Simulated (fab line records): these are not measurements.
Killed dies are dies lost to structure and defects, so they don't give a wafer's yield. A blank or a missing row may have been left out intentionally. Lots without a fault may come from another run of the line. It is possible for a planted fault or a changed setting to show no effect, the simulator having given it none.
Split-lot trial | flow sfq_line | route with 325 steps; 5 lots, 23 wafers read

ABOUT THE SPLIT
At SFQ_TRILAYER_I0_VIA_LITHO_PEB_034 (peb time 60 s), the setting peb_time_s was moved away from the recipe's 60 s on 6 of the 23 wafers read, by -11.7% to +13.9%. For the rest of the wafers, this setting stayed at what the recipe calls for.

FROM THE SPLIT TO THE READING: what the file shows between them, 2 steps
- SFQ_TRILAYER_I0_VIA_LITHO_DEVELOP_033: time 60 s
- SFQ_TRILAYER_I0_VIA_BARC_OPEN_VIA_ETCH_046: etches BARC in O2, target depth 125 nm, time 41.7 s

THE READING
I0.cd_nm (the simulator's own value, which no gauge read), in nm, at SFQ_TRILAYER_I0_VIA_ETCH_VIA_ETCH_034 (etches SiO2 in CHF3, stops on Nb, target depth 260 nm). The file gives no usual value for it. The 17 wafers here that ran the recipe average 500.8 nm, standard deviation 3.2 nm.

wafer  | tool, chamber at the split | peb_time_s as run, s | against the recipe | I0.cd_nm, nm | against lot-mates on the recipe
L074.2 | litho_track-01, 0          | 60                   | recipe             | 501.2        | -
L074.4 | litho_track-01, 0          | 60                   | recipe             | 502.2        | -
L074.6 | litho_track-01, 0          | 60                   | recipe             | 500.8        | -
L075.1 | litho_track-01, 0          | 68.32                | +13.9%             | 519.9        | +18.1
L075.2 | litho_track-01, 0          | 60                   | recipe             | 502.5        | -
L075.4 | litho_track-01, 0          | 60                   | recipe             | 502.2        | -
L075.5 | litho_track-01, 0          | 68.32                | +13.9%             | 521.3        | +19.5
L075.6 | litho_track-01, 0          | 60                   | recipe             | 500.8        | -
L078.1 | litho_track-03, 0          | 60                   | recipe             | 507.4        | -
L078.3 | litho_track-03, 0          | 53                   | -11.7%             | 484.1        | -20.9
L078.4 | litho_track-03, 0          | 60                   | recipe             | 507.6        | -
L078.5 | litho_track-03, 0          | 53                   | -11.7%             | 484.9        | -20.1
L078.6 | litho_track-03, 0          | 60                   | recipe             | 499.9        | -
L083.1 | litho_track-01, 0          | 60                   | recipe             | 499.8        | -
L083.2 | litho_track-01, 0          | 60                   | recipe             | 495.7        | -
L083.4 | litho_track-01, 0          | 60                   | recipe             | 500.8        | -
L083.5 | litho_track-01, 0          | 60                   | recipe             | 498.5        | -
L083.6 | litho_track-01, 0          | 60                   | recipe             | 500.7        | -
L085.1 | litho_track-01, 0          | 60                   | recipe             | 500.8        | -
L085.2 | litho_track-01, 0          | 63.95                | +6.6%              | 511.2        | +13.5
L085.3 | litho_track-01, 0          | 63.95                | +6.6%              | 511.2        | +13.5
L085.4 | litho_track-01, 0          | 60                   | recipe             | 495.6        | -
L085.6 | litho_track-01, 0          | 60                   | recipe             | 496.6        | -

THE FIT
A straight line over all 23 wafers: I0.cd_nm changes by +1.43 nm for each +1% of peb_time_s; r = +0.95; the points scatter about the line by 2.9 nm.
The same after taking each lot's own level away (the mean of its wafers on the recipe; 23 wafers): +1.59 nm for each +1%; r = +0.97; scatter 2.4 nm.
The reading moves by 22 nm for the largest change in peb_time_s, on that fit.
From 497.67 to 504.97 nm: that is the span of the lots' own levels, equal to 2.3 times the standard deviation above.
Consequently the slope shifts little with the lot-to-lot level, the two slopes agreeing.
Check: with one of the wafers moved furthest among these (+13.9%) left out of the fit, the line predicts +23.3 nm for it against its lot-mates. It came out at +18.1 nm against them.

THE OTHER SPLITS THESE WAFERS WENT THROUGH
Before the reading, these wafers also passed through other splits. Each is held against what the fit with the lots' levels taken away leaves over:
other split on the same wafers                   | wafers away from the commonest value | r with I0.cd_nm (lot level and that fit taken away)
SFQ_TRILAYER_INCOMING_OXIDATION_002 ox_time_s    | 15                                   | -0.26
SFQ_TRILAYER_L0_LITHO_COAT_010 resist_thk_nm     | 10                                   | -0.31
SFQ_TRILAYER_M0_LITHO_COAT_026 spin_rpm          | 5                                    | +0.05
SFQ_TRILAYER_I0_VIA_LITHO_COAT_036 resist_thk_nm | 7                                    | -0.24

THE WHOLE CHAIN: every reading that the file lists as answering this split, in the file's order
step                                       | what it does                                          | reading                                                   | change (the file's fit)              | r (the file's)
SFQ_TRILAYER_I0_VIA_BARC_OPEN_VIA_ETCH_046 | etches BARC in O2, target depth 125 nm, time 41.7 s   | I0.cd_nm (the simulator's own value, which no gauge read) | +1.47 nm for each +1% of the setting | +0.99
SFQ_TRILAYER_I0_VIA_ETCH_VIA_ETCH_034      | etches SiO2 in CHF3, stops on Nb, target depth 260 nm | I0.cd_nm (the simulator's own value, which no gauge read) | +1.58 nm for each +1% of the setting | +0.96

THE FILE'S OWN FIT
I0.cd_nm changes by +1.58 nm for each +1% of peb_time_s, r = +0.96.
